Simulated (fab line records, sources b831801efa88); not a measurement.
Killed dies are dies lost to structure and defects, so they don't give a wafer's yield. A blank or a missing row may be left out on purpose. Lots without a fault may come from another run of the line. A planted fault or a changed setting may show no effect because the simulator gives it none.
Which tool did it? | flow gf180mcu | 6 lots, 18 wafers sampled, at 3 steps of a route of 602

WHAT THE GAUGES READ, wafer by wafer
GF_V5_THK_MEAS_03.
lot  | measured     | on            | V5_CVD_02_THK (nm)
L181 | day 27 01:39 | film_metro-04 | 1434 1431 1460
L182 | day 27 19:10 | film_metro-02 | 1417 1477 1468
L186 | day 28 22:35 | film_metro-02 | 1444 1451 1450
L189 | day 29 15:28 | film_metro-01 | 1425 1456 1461
L196 | day 31 04:07 | film_metro-02 | 1783 1798 1826
L199 | day 32 00:42 | film_metro-01 | 1426 1444 1430

WHICH TOOL RAN EACH LOT (tool, then ch and the chambers of the sampled wafers, then the start)
lot  | GF_MIM_SPUTTER_01            | GF_V5_CVD_02
L181 | pvd_sputter-02, day 25 05:18 | pecvd-03 ch 1,2, day 27 01:32
L182 | pvd_sputter-04, day 26 00:29 | pecvd-03 ch 0,1,2, day 27 19:04
L186 | pvd_sputter-04, day 27 04:41 | pecvd-01 ch 1,2, day 28 22:28
L189 | pvd_sputter-02, day 27 23:04 | pecvd-03 ch 1,2, day 29 15:22
L196 | pvd_sputter-04, day 29 13:42 | pecvd-01 ch 0,1, day 31 03:59
L199 | pvd_sputter-02, day 30 11:28 | pecvd-02 ch 0,1,2, day 32 00:35
- GF_MIM_SPUTTER_01: material TiN, target thk 30 nm, time 25 s.
- GF_V5_CVD_02: deposits SiO2 from TEOS, target thk 1450 nm, time 163.28 s.

THE ANSWER, worked out from the rows above alone
Rule: what is usual is taken from the lots themselves. Put in order of their means at a reading, lots are off if they are a third of the lots or fewer, leave a main group of 4 or more, and stand apart from it by a gap of 3 or more times the standard deviation of the main group's means; of several such gaps the widest counts. A main group whose means are all the same, to the digits that the tables above print for the reading, isn't used. A lot without any number at a reading at which 4 lots or more have one is off too. The other lots that the step has rows for count as sound.
Off: L196, at GF_V5_THK_MEAS_03 (V5_CVD_02_THK). The main group: mean 1445 nm, standard deviation 7.
A tool fits if, at a process step before that reading, it ran every lot that is off, and no sound lot after the first of them. The gauges at GF_V5_THK_MEAS_03 are tried like those tools. Can't be told from this: 3 tools fit, pvd_sputter-04 at GF_MIM_SPUTTER_01, pecvd-01 at GF_V5_CVD_02, film_metro-02 at GF_V5_THK_MEAS_03.

WHAT THE SIMULATOR HAD PUT IN
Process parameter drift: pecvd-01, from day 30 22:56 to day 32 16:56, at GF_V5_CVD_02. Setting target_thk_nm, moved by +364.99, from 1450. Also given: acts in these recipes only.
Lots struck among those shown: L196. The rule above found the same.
